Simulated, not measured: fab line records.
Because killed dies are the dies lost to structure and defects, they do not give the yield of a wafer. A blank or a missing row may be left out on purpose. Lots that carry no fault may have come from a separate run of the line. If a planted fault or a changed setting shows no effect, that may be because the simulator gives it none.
Struck lot and sound lot, side by side -- flow sky130 -- 18 out of 708 route steps
Sound: these wafers, L897.2, L897.5, L897.6. Struck: wafer L914.6 (left out: L914.1, a lot-mate that was not struck); the cause follows at the end.
For every step that has rows: the tool of each side, followed by ch and its chambers, followed by its first start. Under that, the readings that differ: sound wafers -- struck wafers -- difference of the means -- sigmas: that difference in standard deviations of wafers without a fault.
alike: words and numbers the same on both sides, and readings whose means are apart by under 2 such deviations; not compared: readings that were withheld, readings missing a value for some wafer, numbers with overlapping values and no deviation given by the record, and bounds like >300 which may hide the same value.
A row with sigmas, a row that says differs or no value, or rows on one side alone: a step with any of these is where the two part. Numbers that don't overlap but have no deviation are shown without sigmas and don't part them. A reading that every wafer of one side lacks parts them only if that side has two wafers or more.

first, 3 steps without rows for these wafers: SKY_SONOS_ONO_WET_ETCH_18 (etches Si3N4 in H3PO4, target depth 15 nm, time 172 s); SKY_GATE_OXIDE_CLEAN_00 (cleans in SC1/SC2, time 150 s); SKY_GATE_OXIDE_OXIDATION_01 (stabilise 600 s, purge 300 s, target thk 10.268 nm).
SKY_GATE_OXIDE_THK_MEAS_02:
  sound: filmMetro-01 at day 14 10:29; struck: filmMetro-04 at day 20 06:08
  alike: GATE_OXIDE_OXIDATION_00_THK
then, 7 steps without rows for these wafers: SKY_GATE_OXIDE_DEHYDRATE_03 (time 60 s); SKY_GATE_OXIDE_HMDS_04 (prime time 60 s); SKY_GATE_OXIDE_COAT_05 (resist thk 1140 nm); SKY_GATE_OXIDE_SOFTBAKE_06 (time 60 s); SKY_GATE_OXIDE_EXPOSE_07 (exposes mask LVOM, target cd 600 nm); SKY_GATE_OXIDE_PEB_08; SKY_GATE_OXIDE_DEVELOP_09 (develop time 60 s).
SKY_GATE_OXIDE_OVL_MEAS_10:
  sound: overlay-02 at day 15 13:34; struck: overlay-01 at day 21 13:22
  alike: GATE_OXIDE_OVL
SKY_GATE_OXIDE_IMPLANT_11:
  sound on implanter-02 ch 0, day 15 13:37; struck on implanter-02 ch 0, day 21 13:25
then, 1 step without rows for these wafers: SKY_GATE_OXIDE_WET_ETCH_12 (etches SiO2 in dHF, target depth 16.8 nm, time 336 s).
SKY_GATE_OXIDE_STRIP_13: strips in O2/N2.
  sound on plasmaAsher-04 ch 0,1, day 15 13:52; struck on plasmaAsher-01 ch 1, day 21 13:40
  alike: drypumpMotorCurrentA, oesProductAu, stripTimeToEndpointS
  not compared: rfHoursCounterH
SKY_GATE_OXIDE_TW_MEAS_14:
  sound: filmMetro-03 at day 15 13:58; struck: filmMetro-04 at day 21 13:49
reading,sound,struck,difference,sigmas
GATE_OXIDE_TW,224.1 224.5 224.0,215.5,-8.7,-7
then, 2 steps without rows for these wafers: SKY_GATE_OXIDE_CLEAN_15 (cleans in SC1/SC2, time 150 s); SKY_PAD_OPEN_PROBE_99.

WHERE THEY PART
SKY_GATE_OXIDE_TW_MEAS_14 only, going by this record.

WHY: what had been put in by the simulator
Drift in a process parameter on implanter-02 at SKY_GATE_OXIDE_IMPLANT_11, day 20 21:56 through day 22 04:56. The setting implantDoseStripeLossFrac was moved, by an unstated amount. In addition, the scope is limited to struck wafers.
